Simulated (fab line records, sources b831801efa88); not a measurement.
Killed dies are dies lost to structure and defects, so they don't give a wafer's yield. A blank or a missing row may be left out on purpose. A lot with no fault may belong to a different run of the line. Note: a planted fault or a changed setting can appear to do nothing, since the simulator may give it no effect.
fab line records + flow sky130
record
- lots=13
- wafers=39
- last_day=50
route steps=708 shown POLY_GATE@205 LDD_HVP@286 POLY_CUT@315
lots untouched by any fault: they come from a run of this same line in which no faults occurred
start_h: hours from the record's opening day to when the first of the lot's shown wafers began + wait_h: hours elapsed since this lot's preceding step + " same as the row above + L1.1+2: a row that stands for several wafers + - either no value or no given start + * or withheld: withheld + < > ~ a bound
route shown NAME@n: NAME is a module with steps in the file, n the number in the route of the first one + usual: average and standard deviation across the fault-free wafers + same: alike in all rows + chamber/n: place in a boat + sites: readings site by site + _std_site: the values' standard deviation + _edge_site: the outer-site mean with the inner-site mean subtracted + radius_mm: for every site, how far away it sits from the centre of the wafer + mask NAME#n: copy n + behind: the most recent tool/chamber to have shaped the wafer + hold: what put the lot on hold/how long, in hours/how the hold closed + device: names the non-switching transistor (n, p or np) + end of line: the same wafers' tests at the end of the route + a step with no rows: only its recipe + killed: dies that structure and defects cost at the first sort, which is not the same as the wafer's yield + map: a wafer's dies, x killed, . not, _ none there
set.NAME: the setting the step ran with; set.NAME@STEP: the setting that earlier step ran with + model.NAME: the simulator's own value behind a step, which no gauge read
steps of the route over a sample of lots; a table a step, a row a wafer
services: when a tool's chamber went out of use (start_h, in hours from the record's first day, below 0 if earlier), for how many hours, and the reason
## steps
# step SKY_POLY_GATE_THK_MEAS_01
# recipe
- reads=poly-Si_of_POLY_GATE_CVD_00
# usual
- POLY_GATE_CVD_00_THK=180.2/1.4
| lot.wafer | tool          | chamber | start_h | wait_h | POLY_GATE_CVD_00_THK[nm] |
|-----------|---------------|---------|---------|--------|--------------------------|
| L415.1    | film_metro-03 | -       | 328.75  | 0.0    | 179.1                    |
| L415.4    | "             | -       | "       | "      | 179.1                    |
| L415.6    | "             | -       | "       | "      | 179.2                    |
| L417.3    | film_metro-04 | -       | 341.65  | 0.0    | 181.8                    |
| L417.5    | "             | -       | "       | "      | 178.1                    |
| L417.6    | "             | -       | "       | "      | 181.2                    |
| L419.1    | film_metro-04 | -       | 367.86  | 0.0    | 182.4                    |
| L419.4    | "             | -       | "       | "      | 180.5                    |
| L419.6    | "             | -       | "       | "      | 180.4                    |
| L421.2    | film_metro-03 | -       | 377.57  | 0.0    | 181.1                    |
| L421.4    | "             | -       | "       | "      | 180.2                    |
| L421.6    | "             | -       | "       | "      | 178.6                    |
| L422.2    | film_metro-02 | -       | 377.57  | 0.0    | 180.4                    |
| L422.3    | "             | -       | "       | "      | 180.5                    |
| L422.5    | "             | -       | "       | "      | 179.9                    |
| L423.2    | film_metro-04 | -       | 382.18  | 0.0    | 182.5                    |
| L423.5    | "             | -       | "       | "      | 183.4                    |
| L423.6    | "             | -       | "       | "      | 183.2                    |
| L424.2    | film_metro-03 | -       | 400.68  | 0.0    | 179.7                    |
| L424.5    | "             | -       | "       | "      | 180.4                    |
| L424.6    | "             | -       | "       | "      | 179.3                    |
| L425.4    | film_metro-04 | -       | 400.70  | 0.0    | 179.0                    |
| L425.5    | "             | -       | "       | "      | 178.4                    |
| L425.6    | "             | -       | "       | "      | 180.7                    |
| L426.1    | film_metro-02 | -       | 409.36  | 0.0    | 181.0                    |
| L426.5    | "             | -       | "       | "      | 180.0                    |
| L426.6    | "             | -       | "       | "      | 179.9                    |
| L427.2    | film_metro-02 | -       | 412.48  | 0.0    | 183.2                    |
| L427.5    | "             | -       | "       | "      | 183.2                    |
| L427.6    | "             | -       | "       | "      | 180.3                    |
| L436.1    | film_metro-03 | -       | 485.96  | 0.0    | 179.3                    |
| L436.3    | "             | -       | "       | "      | 180.5                    |
| L436.6    | "             | -       | "       | "      | 180.7                    |
| L437.1    | film_metro-02 | -       | 488.56  | 0.0    | 178.4                    |
| L437.3    | "             | -       | "       | "      | 176.8                    |
| L437.4    | "             | -       | "       | "      | 178.4                    |
| L438.1    | film_metro-02 | -       | 494.36  | 0.0    | 178.1                    |
| L438.3    | "             | -       | "       | "      | 179.5                    |
| L438.4    | "             | -       | "       | "      | 179.5                    |
# step SKY_POLY_GATE_OVL_MEAS_14
# usual
- POLY_GATE_OVL=0/5.6
| lot.wafer | tool       | chamber | start_h | wait_h | POLY_GATE_OVL[nm] |
|-----------|------------|---------|---------|--------|-------------------|
| L415.1    | overlay-01 | -       | 385.56  | 0.1    | -7                |
| L415.4    | "          | -       | "       | "      | -7                |
| L415.6    | "          | -       | "       | "      | -1                |
| L417.3    | overlay-02 | -       | 399.39  | 0.1    | 2                 |
| L417.5    | "          | -       | "       | "      | 3                 |
| L417.6    | "          | -       | "       | "      | 7                 |
| L419.1    | overlay-02 | -       | 429.09  | 0.1    | -5                |
| L419.4    | "          | -       | "       | "      | -1                |
| L419.6    | "          | -       | "       | "      | -1                |
| L421.2    | overlay-02 | -       | 438.41  | 0.1    | -2                |
| L421.4    | "          | -       | "       | "      | -4                |
| L421.6    | "          | -       | "       | "      | -7                |
| L422.2    | overlay-01 | -       | 439.66  | 0.1    | 11                |
| L422.3    | "          | -       | "       | "      | 5                 |
| L422.5    | "          | -       | "       | "      | 3                 |
| L423.2    | overlay-01 | -       | 444.75  | 0.1    | 0                 |
| L423.5    | "          | -       | "       | "      | -4                |
| L423.6    | "          | -       | "       | "      | -5                |
| L425.4    | overlay-02 | -       | 463.11  | 0.1    | 8                 |
| L425.5    | "          | -       | "       | "      | 3                 |
| L425.6    | "          | -       | "       | "      | 2                 |
| L424.2    | overlay-01 | -       | 463.76  | 0.1    | 9                 |
| L424.5    | "          | -       | "       | "      | 5                 |
| L424.6    | "          | -       | "       | "      | 10                |
| L426.1    | overlay-02 | -       | 475.59  | 0.1    | -1                |
| L426.5    | "          | -       | "       | "      | 6                 |
| L426.6    | "          | -       | "       | "      | -2                |
| L427.2    | overlay-02 | -       | 477.20  | 0.1    | 3                 |
| L427.5    | "          | -       | "       | "      | -1                |
| L427.6    | "          | -       | "       | "      | 2                 |
| L436.1    | overlay-02 | -       | 550.59  | 0.1    | 4                 |
| L436.3    | "          | -       | "       | "      | 7                 |
| L436.6    | "          | -       | "       | "      | 5                 |
| L437.1    | overlay-02 | -       | 552.96  | 0.1    | -9                |
| L437.3    | "          | -       | "       | "      | -3                |
| L437.4    | "          | -       | "       | "      | -1                |
| L438.1    | overlay-01 | -       | 558.76  | 0.1    | 0                 |
| L438.3    | "          | -       | "       | "      | 3                 |
| L438.4    | "          | -       | "       | "      | 13                |
# step SKY_LDD_HVP_IMPLANT_08
# recipe
- species=B
- energy_kev=20
- dose_cm2=1.7e+13
- tilt_deg=17.9
# usual
- beam_energy_keV=20.002/0.0058
- tilt_deg=17.901/0.019
| lot.wafer | tool         | chamber | start_h | wait_h | beam_energy_keV | tilt_deg |
|-----------|--------------|---------|---------|--------|-----------------|----------|
| L415.1    | implanter-04 | 0       | 512.80  | 0.0    | 20.006          | 17.891   |
| L415.4    | "            | 0       | "       | "      | 20.014          | 17.901   |
| L415.6    | "            | 0       | "       | "      | 20.010          | 17.881   |
| L417.3    | implanter-01 | 0       | 525.17  | 0.1    | 20.008          | 17.903   |
| L417.5    | "            | 0       | "       | "      | 20.007          | 17.911   |
| L417.6    | "            | 0       | "       | "      | 19.998          | 17.910   |
| L419.1    | implanter-02 | 0       | 555.40  | 0.0    | 20.002          | 17.920   |
| L419.4    | "            | 0       | "       | "      | 20.001          | 17.900   |
| L419.6    | "            | 0       | "       | "      | 19.991          | 17.953   |
| L421.2    | implanter-04 | 0       | 563.13  | 0.0    | 19.996          | 17.916   |
| L421.4    | "            | 0       | "       | "      | 19.998          | 17.919   |
| L421.6    | "            | 0       | "       | "      | 19.994          | 17.907   |
| L422.2    | implanter-01 | 0       | 565.50  | 0.0    | 20.006          | 17.869   |
| L422.3    | "            | 0       | "       | "      | 20.002          | 17.880   |
| L422.5    | "            | 0       | "       | "      | 20.002          | 17.884   |
| L423.2    | implanter-02 | 0       | 570.00  | 0.0    | 20.010          | 17.892   |
| L423.5    | "            | 0       | "       | "      | 19.999          | 17.866   |
| L423.6    | "            | 0       | "       | "      | 20.002          | 17.873   |
| L425.4    | implanter-01 | 0       | 586.73  | 0.1    | 20.002          | 17.906   |
| L425.5    | "            | 0       | "       | "      | 20.005          | 17.899   |
| L425.6    | "            | 0       | "       | "      | 20.002          | 17.912   |
| L424.2    | implanter-04 | 0       | 587.75  | 0.0    | 20.002          | 17.905   |
| L424.5    | "            | 0       | "       | "      | 19.999          | 17.912   |
| L424.6    | "            | 0       | "       | "      | 20.000          | 17.906   |
| L426.1    | implanter-01 | 0       | 598.95  | 0.0    | 20.010          | 17.899   |
| L426.5    | "            | 0       | "       | "      | 20.005          | 17.881   |
| L426.6    | "            | 0       | "       | "      | 20.002          | 17.896   |
| L427.2    | implanter-02 | 0       | 600.82  | 0.0    | 20.003          | 17.899   |
| L427.5    | "            | 0       | "       | "      | 20.001          | 17.900   |
| L427.6    | "            | 0       | "       | "      | 20.000          | 17.899   |
| L436.1    | implanter-04 | 0       | 672.00  | 0.0    | 20.005          | 17.887   |
| L436.3    | "            | 0       | "       | "      | 20.003          | 17.885   |
| L436.6    | "            | 0       | "       | "      | 19.994          | 17.899   |
| L437.1    | implanter-02 | 0       | 674.17  | 0.0    | 24.622          | 17.913   |
| L437.3    | "            | 0       | "       | "      | 24.621          | 17.907   |
| L437.4    | "            | 0       | "       | "      | 24.623          | 17.906   |
| L438.1    | implanter-02 | 0       | 681.62  | 0.0    | 24.621          | 17.921   |
| L438.3    | "            | 0       | "       | "      | 24.624          | 17.927   |
| L438.4    | "            | 0       | "       | "      | 24.626          | 17.894   |
# step SKY_LDD_HVP_TW_MEAS_10
# usual
- LDD_HVP_TW=455.8/2.8
| lot.wafer | tool          | chamber | start_h | wait_h | LDD_HVP_TW |
|-----------|---------------|---------|---------|--------|------------|
| L415.1    | film_metro-02 | -       | 513.05  | 0.1    | 452.7      |
| L415.4    | "             | -       | "       | "      | 454.0      |
| L415.6    | "             | -       | "       | "      | 454.4      |
| L417.3    | film_metro-02 | -       | 525.39  | 0.1    | 454.6      |
| L417.5    | "             | -       | "       | "      | 455.4      |
| L417.6    | "             | -       | "       | "      | 454.5      |
| L419.1    | film_metro-01 | -       | 555.65  | 0.1    | 456.3      |
| L419.4    | "             | -       | "       | "      | 458.7      |
| L419.6    | "             | -       | "       | "      | 459.7      |
| L421.2    | film_metro-02 | -       | 563.36  | 0.1    | 452.1      |
| L421.4    | "             | -       | "       | "      | 451.3      |
| L421.6    | "             | -       | "       | "      | 450.6      |
| L422.2    | film_metro-01 | -       | 565.73  | 0.1    | 456.6      |
| L422.3    | "             | -       | "       | "      | 457.2      |
| L422.5    | "             | -       | "       | "      | 459.0      |
| L423.2    | film_metro-02 | -       | 570.23  | 0.1    | 449.7      |
| L423.5    | "             | -       | "       | "      | 451.1      |
| L423.6    | "             | -       | "       | "      | 454.2      |
| L425.4    | film_metro-02 | -       | 586.93  | 0.1    | 451.5      |
| L425.5    | "             | -       | "       | "      | 452.5      |
| L425.6    | "             | -       | "       | "      | 450.0      |
| L424.2    | film_metro-01 | -       | 587.98  | 0.1    | 455.1      |
| L424.5    | "             | -       | "       | "      | 458.2      |
| L424.6    | "             | -       | "       | "      | 459.7      |
| L426.1    | film_metro-04 | -       | 599.20  | 0.1    | 455.4      |
| L426.5    | "             | -       | "       | "      | 454.5      |
| L426.6    | "             | -       | "       | "      | 458.6      |
| L427.2    | film_metro-04 | -       | 601.06  | 0.1    | 458.9      |
| L427.5    | "             | -       | "       | "      | 455.5      |
| L427.6    | "             | -       | "       | "      | 456.2      |
| L436.1    | film_metro-04 | -       | 672.25  | 0.1    | 458.5      |
| L436.3    | "             | -       | "       | "      | 461.3      |
| L436.6    | "             | -       | "       | "      | 459.1      |
| L437.1    | film_metro-04 | -       | 674.42  | 0.1    | 479.2      |
| L437.3    | "             | -       | "       | "      | 476.8      |
| L437.4    | "             | -       | "       | "      | 478.3      |
| L438.1    | film_metro-02 | -       | 681.87  | 0.1    | 476.8      |
| L438.3    | "             | -       | "       | "      | 478.5      |
| L438.4    | "             | -       | "       | "      | 476.1      |
# step SKY_POLY_CUT_CD_MEAS_08
# recipe
- target_cd_nm=270
# usual
- cd_nm=270.1/1.6
| lot.wafer | tool      | chamber | start_h | wait_h | cd_nm |
|-----------|-----------|---------|---------|--------|-------|
| L415.1    | cd_sem-02 | -       | 574.59  | -      | 269.9 |
| L415.4    | "         | -       | "       | "      | 268.7 |
| L415.6    | "         | -       | "       | "      | 269.2 |
| L417.3    | cd_sem-01 | -       | 587.50  | -      | 269.2 |
| L417.5    | "         | -       | "       | "      | 268.5 |
| L417.6    | "         | -       | "       | "      | 269.5 |
| L419.1    | cd_sem-01 | -       | 617.24  | -      | 270.9 |
| L419.4    | "         | -       | "       | "      | 271.2 |
| L419.6    | "         | -       | "       | "      | 270.4 |
| L421.2    | cd_sem-01 | -       | 625.11  | -      | 270.8 |
| L421.4    | "         | -       | "       | "      | 269.3 |
| L421.6    | "         | -       | "       | "      | 270.3 |
| L422.2    | cd_sem-02 | -       | 626.88  | -      | 271.9 |
| L422.3    | "         | -       | "       | "      | 272.3 |
| L422.5    | "         | -       | "       | "      | 273.0 |
| L423.2    | cd_sem-02 | -       | 631.30  | -      | 270.5 |
| L423.5    | "         | -       | "       | "      | 270.1 |
| L423.6    | "         | -       | "       | "      | 269.6 |
| L425.4    | cd_sem-02 | -       | 648.45  | -      | 270.6 |
| L425.5    | "         | -       | "       | "      | 269.6 |
| L425.6    | "         | -       | "       | "      | 268.5 |
| L424.2    | cd_sem-01 | -       | 650.08  | -      | 270.1 |
| L424.5    | "         | -       | "       | "      | 271.1 |
| L424.6    | "         | -       | "       | "      | 271.2 |
| L426.1    | cd_sem-01 | -       | 660.63  | -      | 268.7 |
| L426.5    | "         | -       | "       | "      | 269.2 |
| L426.6    | "         | -       | "       | "      | 268.7 |
| L427.2    | cd_sem-01 | -       | 662.18  | -      | 268.9 |
| L427.5    | "         | -       | "       | "      | 269.4 |
| L427.6    | "         | -       | "       | "      | 269.1 |
| L436.1    | cd_sem-01 | -       | 731.66  | -      | 267.8 |
| L436.3    | "         | -       | "       | "      | 268.3 |
| L436.6    | "         | -       | "       | "      | 267.6 |
| L437.1    | cd_sem-02 | -       | 731.69  | -      | 268.4 |
| L437.3    | "         | -       | "       | "      | 269.1 |
| L437.4    | "         | -       | "       | "      | 269.2 |
| L438.1    | cd_sem-01 | -       | 739.38  | -      | 269.7 |
| L438.3    | "         | -       | "       | "      | 270.4 |
| L438.4    | "         | -       | "       | "      | 270.1 |
## services
| tool         | chamber | start_h | hours | kind   |
|--------------|---------|---------|-------|--------|
| implanter-01 | -       | 490.63  | 4.2   | repair |
| implanter-02 | -       | 512.01  | 1.3   | repair |
| implanter-02 | -       | 514.44  | 4.4   | pm     |
| implanter-04 | -       | 583.46  | 4.0   | pm     |
## key
first_sign
- step=SKY_LDD_HVP_IMPLANT_08
- reading=beam_energy_keV
- direction=up
- sigmas=99+
- usual=*
- struck=*
effect
- step=SKY_LDD_HVP_TW_MEAS_10
- reading=LDD_HVP_TW
- direction=up
- sigmas=7.9
- usual=455.8
- struck=477.6
met_at SKY_LDD_HVP_IMPLANT_08
struck_lots L437,L438
tester_left_out L437,L438
not_acting_at SKY_POLY_GATE_THK_MEAS_01,SKY_POLY_GATE_OVL_MEAS_14,SKY_POLY_CUT_CD_MEAS_08
onset_between 600.82 674.17
fault
- kind=process_parameter_drift
- tool=implanter-02
- chamber=-
- onset_h=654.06
- steps=SKY_LDD_HVP_IMPLANT_08
- channel=energy_kev
- offset=*
- shape=step
- end_h=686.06
- acts_in=*
- stated=*
# tester_left_out: of these lots the tester's yield and bins aren't shown, on N5 and GAA mostly nor the transistor test; their killed dies are dies lost to structure and defects alone, not to doping, threshold or leakage, so they don't give the yield
